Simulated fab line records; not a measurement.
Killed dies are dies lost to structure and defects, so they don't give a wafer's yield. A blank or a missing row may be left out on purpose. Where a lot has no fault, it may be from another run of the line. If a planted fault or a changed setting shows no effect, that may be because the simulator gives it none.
2 desks looking at one fault + flow sky130 + what lay behind the numbers comes last; until then each desk has only its own

== THE TOOL OWNER'S DESK: plasma_asher-02 ==
The tool's own readings at SKY_NWELL_STRIP_14 (strips in O2/N2): means of the sampled wafers that have a number, for each lot that ran on this tool. The brackets show how far a lot's mean lies from the usual mean; more than 4 standard deviations puts the lot out of limits, marked OUT.
Columns: A = drypump_motor_current_A at SKY_NWELL_STRIP_14, usual 6.0 A; B = oes_product_au at SKY_NWELL_STRIP_14, usual 0.722 a.u.; C = strip_time_to_endpoint_s at SKY_NWELL_STRIP_14, usual 36.89 s
| lot  | first seen here | A   | B     | C     |
|------|-----------------|-----|-------|-------|
| L785 | day 5 03:28     | 5.5 | 0.723 | 36.93 |
| L786 | day 5 04:23     | 5.4 | 0.720 | 36.80 |
| L790 | day 5 23:23     | 6.0 | 0.724 | 36.78 |
| L791 | day 6 05:14     | 6.0 | 0.720 | 36.87 |
| L804 | day 9 13:38     | 5.5 | 0.725 | 36.91 |
| L805 | day 9 18:02     | 5.4 | 0.722 | 36.82 |
Result from this desk: across the 6 lots, nothing is out of limits.

== METROLOGY DESK ==
What the gauges read, lot by lot, whatever tool the lot ran on: means of the sampled wafers that have a number. The brackets show how far a lot's mean lies from the usual mean; more than 4 standard deviations puts the lot out of limits, marked OUT.
Columns: A = cd_nm at SKY_METAL4_CD_MEAS_13, usual 300.7 nm; B = VIA4_BOW at SKY_VIA4_BOW_MEAS_03, usual 78 um
| lot  | first seen here | A     | B  |
|------|-----------------|-------|----|
| L784 | day 41 18:59    | 301.5 | 79 |
| L785 | day 42 10:21    | 302.3 | 70 |
| L786 | day 42 14:23    | 299.7 | 69 |
| L790 | day 43 15:19    | 301.4 | 72 |
| L791 | day 43 21:25    | 298.5 | 86 |
| L797 | day 45 18:34    | 301.5 | 71 |
| L800 | day 46 10:52    | 302.7 | 79 |
| L801 | day 46 14:26    | 298.7 | 74 |
| L803 | day 47 02:33    | 301.1 | 72 |
| L804 | day 47 07:49    | 301.7 | 76 |
| L805 | day 47 10:58    | 300.3 | 79 |
| L806 | day 47 15:31    | 301.7 | 86 |
| L807 | day 47 19:36    | 299.6 | 72 |
Result from this desk: across the 13 lots, nothing is out of limits.

== ALL TOGETHER ==
Nothing out of limits was seen by the tool owner's desk.
The metrology desk saw nothing out of limits.

== WHAT THE SIMULATOR PUT IN ==
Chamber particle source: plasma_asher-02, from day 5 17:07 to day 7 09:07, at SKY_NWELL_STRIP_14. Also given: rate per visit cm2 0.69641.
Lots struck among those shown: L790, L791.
